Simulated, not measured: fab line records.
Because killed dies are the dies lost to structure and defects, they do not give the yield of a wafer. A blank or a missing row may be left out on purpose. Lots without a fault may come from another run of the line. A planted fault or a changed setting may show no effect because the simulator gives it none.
What tool caused it? -- flow sky130 -- 10 lots, 28 wafers sampled, at 6 steps of a route of 708

== WHAT THE GAUGES READ, wafer by wafer ==
SKY_CAPM_RS_MEAS_03: measures by four-point-probe. Usual: CAPM_TIN_RS gives 6.93 ohm/sq (standard deviation 0.06).
lot,measured,on,CAPM_TIN_RS (ohm/sq),flag
L421,day 35 22:23,filmMetro-04,6.98 7.02 6.95,
L422,day 36 15:47,filmMetro-04,7.01 7.04 6.96,
L424,day 37 12:36,filmMetro-02,6.92 6.94 6.85,
L429,day 39 00:29,filmMetro-03,6.87 18.27,OFF
L430,day 39 03:38,filmMetro-04,18.03 17.60,OFF
L437,day 41 12:00,filmMetro-03,6.96 6.98 6.98,
L439,day 41 22:35,filmMetro-04,6.86 6.87 6.91,
L441,day 42 22:26,filmMetro-03,6.92 6.95 7.01,
L443,day 43 07:01,filmMetro-04,6.93 6.90 6.90,
L444,day 43 09:16,filmMetro-03,6.86 6.89 6.83,

SKY_CAPM_THK_MEAS_04: measures by xrf. Usual: CAPM_TIN_THK gives 199.5 nm (standard deviation 1.7).
lot,measured,on,CAPM_TIN_THK (nm),flag
L421,day 35 22:31,filmMetro-04,198.3 197.1 199.3,
L422,day 36 15:53,filmMetro-04,198.1 198.0 198.8,
L424,day 37 12:41,filmMetro-02,199.9 199.2 201.0,
L429,day 39 00:37,filmMetro-03,199.8 78.0,OFF
L430,day 39 03:44,filmMetro-04,79.3 81.0,OFF
L437,day 41 12:05,filmMetro-03,196.8 197.3 197.8,
L439,day 41 22:42,filmMetro-04,202.7 201.6 200.1,
L441,day 42 22:34,filmMetro-03,199.7 198.0 195.9,
L443,day 43 07:08,filmMetro-04,199.2 200.0 200.3,
L444,day 43 09:22,filmMetro-03,200.8 201.2 202.3,

SKY_CAPM_OVL_MEAS_12. Usual: CAPM_OVL gives -0.6 nm (standard deviation 1.4).
lot,measured,on,CAPM_OVL (nm),flag
L421,day 36 23:55,overlay-01,2.3 1.6 1.5,
L422,day 37 17:04,overlay-02,-2.5 -3.3 -2.2,
L424,day 38 13:49,overlay-01,0.1 0.2 -1.6,
L429,day 40 01:14,overlay-02,-1.0 -1.7,
L430,day 40 03:22,overlay-01,-2.1 0.3,
L437,day 42 12:24,overlay-01,-0.4 0.0 -0.6,
L439,day 42 22:02,overlay-01,1.4 -1.2 -0.9,
L441,day 43 20:46,overlay-02,-1.2 -1.8 -0.1,
L443,day 44 05:08,overlay-01,-1.6 -1.6 -0.4,
L444,day 44 07:55,overlay-01,0.9 -0.6 -2.8,

== WHICH TOOL RAN EACH LOT (tool, then ch and the chambers of the sampled wafers, then the start) ==
lot,SKY_LI_CONTACT_SPUTTER_19,SKY_VIA2_STRIP_16,SKY_CAPM_SPUTTER_02
L421,"pvdSputter-04, day 28 17:43","plasmaAsher-03 ch 1, day 35 20:47","pvdSputter-01, day 35 22:17"
L422,"pvdSputter-01, day 29 12:40","plasmaAsher-04 ch 0,1, day 36 14:08","pvdSputter-03, day 36 15:39"
L424,"pvdSputter-03, day 30 10:03","plasmaAsher-04 ch 0,1, day 37 10:58","pvdSputter-03, day 37 12:26"
L429,"pvdSputter-04, day 32 02:00","plasmaAsher-04 ch 0,1, day 38 22:53","pvdSputter-03, day 39 00:23"
L430,"pvdSputter-01, day 32 03:26","plasmaAsher-03 ch 1, day 39 02:02","pvdSputter-03, day 39 03:29"
L437,"pvdSputter-03, day 34 19:29","plasmaAsher-02 ch 0,1, day 41 10:20","pvdSputter-04, day 41 11:50"
L439,"pvdSputter-03, day 35 04:23","plasmaAsher-03 ch 0, day 41 20:57","pvdSputter-03, day 41 22:28"
L441,"pvdSputter-04, day 36 05:29","plasmaAsher-03 ch 0,1, day 42 20:47","pvdSputter-03, day 42 22:20"
L443,"pvdSputter-01, day 36 15:11","plasmaAsher-03 ch 0,1, day 43 05:18","pvdSputter-04, day 43 06:53"
L444,"pvdSputter-04, day 36 22:58","plasmaAsher-03 ch 0,1, day 43 07:35","pvdSputter-01, day 43 09:08"
- SKY_LI_CONTACT_SPUTTER_19: material Ti, target thk 20 nm, time 106.37 s.
- SKY_VIA2_STRIP_16: strips in O2/N2.
- SKY_CAPM_SPUTTER_02: material TiN, target thk 200 nm, time 166.7 s.

== AS READ BY THE TOOLS THEMSELVES (means over the sampled wafers that have a number; for cases with no such wafer, the mark the record gives instead) ==
SKY_LI_CONTACT_SPUTTER_19. Usual: throttleValvePct 29.9 %, standard deviation 1.2.
lot,tool,throttleValvePct (%),flag
L421,pvdSputter-04,31.2,
L422,pvdSputter-01,29.3,
L424,pvdSputter-03,30.2,
L429,pvdSputter-04,30.6,
L430,pvdSputter-01,28.6,
L437,pvdSputter-03,31.2,
L439,pvdSputter-03,29.5,
L441,pvdSputter-04,28.8,
L443,pvdSputter-01,29.2,
L444,pvdSputter-04,29.8,

SKY_VIA2_STRIP_16. Usual: drypumpMotorCurrentA 5.54 A, standard deviation 0.19; oesProductAu 0.399 a.u., standard deviation 0.0043; stripTimeToEndpointS 4.049 s, standard deviation 0.021.
lot,tool,drypumpMotorCurrentA (A),oesProductAu (a.u.),stripTimeToEndpointS (s),flag
L421,plasmaAsher-03,5.74,0.400,4.048,
L422,plasmaAsher-04,5.34,0.401,4.037,
L424,plasmaAsher-04,5.44,0.399,4.049,
L429,plasmaAsher-04,5.37,0.398,4.059,
L430,plasmaAsher-03,5.74,0.398,4.054,
L437,plasmaAsher-02,5.58,0.398,4.038,
L439,plasmaAsher-03,5.58,0.396,4.063,
L441,plasmaAsher-03,5.63,0.398,4.039,
L443,plasmaAsher-03,5.63,0.400,4.045,
L444,plasmaAsher-03,5.63,0.401,4.078,

SKY_CAPM_SPUTTER_02. Usual: throttleValvePct 30.0 %, standard deviation 1.2.
lot,tool,throttleValvePct (%),flag
L421,pvdSputter-01,30.2,
L422,pvdSputter-03,30.3,
L424,pvdSputter-03,29.5,
L429,pvdSputter-03,31.2,
L430,pvdSputter-03,31.1,
L437,pvdSputter-04,30.0,
L439,pvdSputter-03,30.1,
L441,pvdSputter-03,29.6,
L443,pvdSputter-04,29.8,
L444,pvdSputter-01,29.8,

== THE ANSWER, worked out from the rows above alone ==
Rule: a lot is off if the mean of its wafers that have a number lies more than 3 standard deviations from the usual mean. A lot without any number at a reading at which 4 lots or more have one is off too. All remaining lots with rows at the step are treated as sound. The gauges are gone through in route order, then the tools' own readings, and for those a lot's mean is taken as printed above. The first step at which some lot is off is used, and at that step the reading that is off furthest; a lot without a number counts as furthest.
Off: at SKY_CAPM_RS_MEAS_03 (CAPM_TIN_RS), L429, L430.
If a tool, at a process step before that reading, ran all the lots that are off and no sound lot after the first of them, it fits. Gauges at SKY_CAPM_RS_MEAS_03: tried the same way as those tools. Of those tried, none fits.

== WHAT THE SIMULATOR HAD PUT IN ==
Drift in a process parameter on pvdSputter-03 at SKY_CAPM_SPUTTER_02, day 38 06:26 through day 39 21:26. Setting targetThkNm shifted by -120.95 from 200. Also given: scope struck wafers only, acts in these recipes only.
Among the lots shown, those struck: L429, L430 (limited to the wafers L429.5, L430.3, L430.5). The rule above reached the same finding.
